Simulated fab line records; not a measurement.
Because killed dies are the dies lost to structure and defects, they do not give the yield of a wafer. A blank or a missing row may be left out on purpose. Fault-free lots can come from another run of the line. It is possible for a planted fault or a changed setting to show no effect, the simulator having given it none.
Which tool was responsible? | flow gf180mcu | 6 lots, 18 wafers sampled, at 3 steps of a route of 602

## WHAT THE GAUGES SHOWED, per wafer
GF_DNWELL_TW_MEAS_09.
lot  | measured    | on            | DNWELL_TW
L141 | day 3 19:23 | film_metro-03 | 31 31 31 31 31 31
L149 | day 5 15:09 | film_metro-02 | 1354 1352 1354
L151 | day 6 02:03 | film_metro-01 | 1358 1359 1358
L155 | day 6 20:05 | film_metro-02 | 1350 1346 1349
L157 | day 7 07:25 | film_metro-02 | 1348 1340 1346
L160 | day 7 23:41 | film_metro-03 | 1364 1362 1370

## TOOL THAT RAN EACH LOT (tool first, then ch and the chambers of the sampled wafers, then the start)
lot  | GF_STI_STRIP_15                     | GF_DNWELL_EXPOSE_04
L141 | plasma_asher-01 ch 0,1, day 2 23:39 | iline_stepper-02 ch 0, day 3 13:14
L149 | plasma_asher-02 ch 0,1, day 4 16:36 | iline_stepper-02 ch 0, day 5 08:04
L151 | plasma_asher-02 ch 0,1, day 5 07:02 | iline_stepper-02 ch 0, day 5 18:50
L155 | plasma_asher-01 ch 0,1, day 5 23:32 | iline_stepper-01 ch 0, day 6 12:14
L157 | plasma_asher-01 ch 0,1, day 6 08:06 | iline_stepper-01 ch 0, day 7 00:07
L160 | plasma_asher-02 ch 0,1, day 7 02:47 | iline_stepper-01 ch 0, day 7 15:40
- GF_STI_STRIP_15: strips in O2/N2.
- GF_DNWELL_EXPOSE_04: exposes mask DNWELL, target cd 1700 nm.

## THE ANSWER, worked out from the rows above alone
Rule: the usual values come from the lots themselves. The widest of any qualifying gaps counts: lots, ordered by their means at a reading, are off when they make up no more than a third of the lots, leave a main group of 4 or more, and stand apart from it by 3 or more times the standard deviation of that group's means. A main group is skipped when, at the precision printed for the reading in the tables above, its means are all equal. Also off: a lot with no number at a reading for which 4 or more lots have one. Any other lot the step has rows for is counted as sound.
Off: L141, seen at GF_DNWELL_TW_MEAS_09 (DNWELL_TW). The main group: mean 1354, standard deviation 7.3.
If a tool, at a process step before that reading, ran all the lots that are off and no sound lot after the first of them, it fits. The gauges at GF_DNWELL_TW_MEAS_09 are tried like those tools. Not one of the candidates tried fits.

## WHAT WAS PUT IN BY THE SIMULATOR
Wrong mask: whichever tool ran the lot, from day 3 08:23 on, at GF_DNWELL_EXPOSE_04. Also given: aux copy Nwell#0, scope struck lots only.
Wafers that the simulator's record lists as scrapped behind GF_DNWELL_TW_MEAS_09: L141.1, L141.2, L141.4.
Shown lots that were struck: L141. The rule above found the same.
